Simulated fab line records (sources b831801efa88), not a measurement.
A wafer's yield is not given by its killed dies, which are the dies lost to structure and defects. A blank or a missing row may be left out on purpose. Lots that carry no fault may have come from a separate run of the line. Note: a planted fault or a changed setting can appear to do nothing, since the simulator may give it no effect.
What tool caused it? | flow sky130 | 13 lots with 39 wafers sampled at 3 steps, on a route of 708 steps

## WHAT EACH GAUGE READ, for each wafer
SKY_VT_ADJUST_HVTR_OVL_MEAS_08. Usual: VT_ADJUST_HVTR_OVL typically reads 0.3 nm, with standard deviation 1.3.
lot  | measured     | on         | VT_ADJUST_HVTR_OVL (nm) | flag
L195 | day 9 21:35  | overlay-01 | 0.7 0.2 0.8             |
L196 | day 10 06:28 | overlay-02 | -1.3 -1.8 -3.0          |
L197 | day 11 03:56 | overlay-01 | 0.8 1.0 1.2             |
L198 | day 11 05:59 | overlay-01 | -0.7 -1.1 0.3           |
L200 | day 11 14:02 | overlay-02 | -0.2 1.3 -0.6           |
L201 | day 11 22:02 | overlay-01 | 0.1 0.5 0.6             |
L202 | day 12 06:50 | overlay-02 | 0.2 0.6 -0.5            |
L205 | day 13 00:49 | overlay-01 | 1.6 2.6 1.2             |
L206 | day 13 08:20 | overlay-01 | -1.0 -1.7 -1.1          |
L208 | day 13 22:51 | overlay-01 | 0.7 0.5 1.1             |
L213 | day 15 12:23 | overlay-02 | 2.2 -0.2 1.5            |
L214 | day 16 07:50 | overlay-01 | 0.8 -1.6 0.2            |
L215 | day 16 09:56 | overlay-02 | 1.7 1.4 -0.2            |

SKY_POLY_GATE_THK_MEAS_21. Usual: POLY_GATE_OXIDATION_THK typically reads 3.99 nm, with standard deviation 0.078.
lot  | measured     | on            | POLY_GATE_OXIDATION_THK (nm) | flag
L195 | day 16 22:16 | film_metro-04 | 3.91 4.03 4.03               |
L196 | day 17 07:37 | film_metro-04 | 3.97 3.92 3.98               |
L197 | day 18 13:49 | film_metro-02 | 4.01 3.96 3.92               |
L198 | day 18 20:18 | film_metro-02 | 3.99 4.05 3.98               |
L200 | day 19 02:25 | film_metro-02 | 4.04 4.05 4.00               |
L201 | day 19 07:41 | film_metro-02 | 3.91 4.05 4.03               |
L202 | day 19 23:45 | film_metro-04 | 3.96 3.86 4.05               |
L205 | day 20 23:32 | film_metro-01 | 6.67 6.58 6.57               | OFF
L206 | day 21 04:13 | film_metro-04 | 4.03 3.95 4.02               |
L208 | day 22 01:28 | film_metro-04 | 6.57 6.63 6.56               | OFF
L213 | day 23 14:44 | film_metro-04 | 4.05 4.01 4.02               |
L214 | day 24 13:41 | film_metro-04 | 4.14 4.10 4.03               |
L215 | day 24 20:23 | film_metro-04 | 4.02 4.04 4.01               |

## TOOL THAT RAN EACH LOT (tool first, then ch and the chambers of the sampled wafers, then the start)
lot  | SKY_POLY_GATE_OXIDATION_20
L195 | furnace-01 ch 0, day 16 21:01
L196 | furnace-02 ch 0, day 17 06:22
L197 | furnace-01 ch 0, day 18 12:34
L198 | furnace-02 ch 0, day 18 19:03
L200 | furnace-01 ch 0, day 19 01:10
L201 | furnace-02 ch 0, day 19 06:26
L202 | furnace-01 ch 0, day 19 22:29
L205 | furnace-01 ch 0, day 20 20:52
L206 | furnace-02 ch 0, day 21 02:58
L208 | furnace-02 ch 0, day 21 21:47 and furnace-01 ch 0, day 22 00:06
L213 | furnace-02 ch 0, day 23 13:26
L214 | furnace-02 ch 0, day 24 12:26
L215 | furnace-02 ch 0, day 24 19:08
- SKY_POLY_GATE_OXIDATION_20: stabilise 600 s, purge 300 s, target thk 4 nm.

## AS READ BY THE TOOLS THEMSELVES (means over the sampled wafers that have a number; for cases with no such wafer, the mark the record gives instead)
SKY_POLY_GATE_OXIDATION_20. Usual: spike_tc_bottom_C 869 C, standard deviation 3.5; zone_power_lower_pct 15.6 %, standard deviation 0.65.
lot  | tool                  | spike_tc_bottom_C (C) | zone_power_lower_pct (%) | flag
L195 | furnace-01            | 873                   | 16.3                     |
L196 | furnace-02            | 867                   | 15.1                     |
L197 | furnace-01            | 873                   | 16.3                     |
L198 | furnace-02            | 866                   | 15.1                     |
L200 | furnace-01            | 874                   | 16.4                     |
L201 | furnace-02            | 866                   | 15.0                     |
L202 | furnace-01            | 873                   | 16.4                     |
L205 | furnace-01            | 873                   | 16.2                     |
L206 | furnace-02            | 865                   | 15.1                     |
L208 | furnace-02/furnace-01 | 870                   | 15.7                     |
L213 | furnace-02            | 867                   | 15.1                     |
L214 | furnace-02            | 866                   | 15.0                     |
L215 | furnace-02            | 866                   | 15.1                     |

## THE ANSWER, worked out from the rows above alone
Rule: a lot counts as off when the mean over its wafers that have a number is more than 3 standard deviations away from the usual mean. A lot without any number at a reading at which 4 lots or more have one is off too. All remaining lots with rows at the step are treated as sound. The gauges are gone through in route order, then the tools' own readings, and for those a lot's mean is taken as printed above. The first step at which some lot is off is used, and at that step the reading that is off furthest; a lot without a number counts as furthest.
Off: L205, L208, seen at SKY_POLY_GATE_THK_MEAS_21 (POLY_GATE_OXIDATION_THK).
A tool fits if, at a process step before that reading, it ran every lot that is off, and no sound lot after the first of them. Gauges at SKY_POLY_GATE_THK_MEAS_21: tried the same way as those tools. One fits: SKY_POLY_GATE_OXIDATION_20 on furnace-01. Its last sound lot is L202 (day 19 22:29), its first lot that is off L205 (day 20 20:52): a fault that began between those two fits.

## WHAT WAS PUT IN BY THE SIMULATOR
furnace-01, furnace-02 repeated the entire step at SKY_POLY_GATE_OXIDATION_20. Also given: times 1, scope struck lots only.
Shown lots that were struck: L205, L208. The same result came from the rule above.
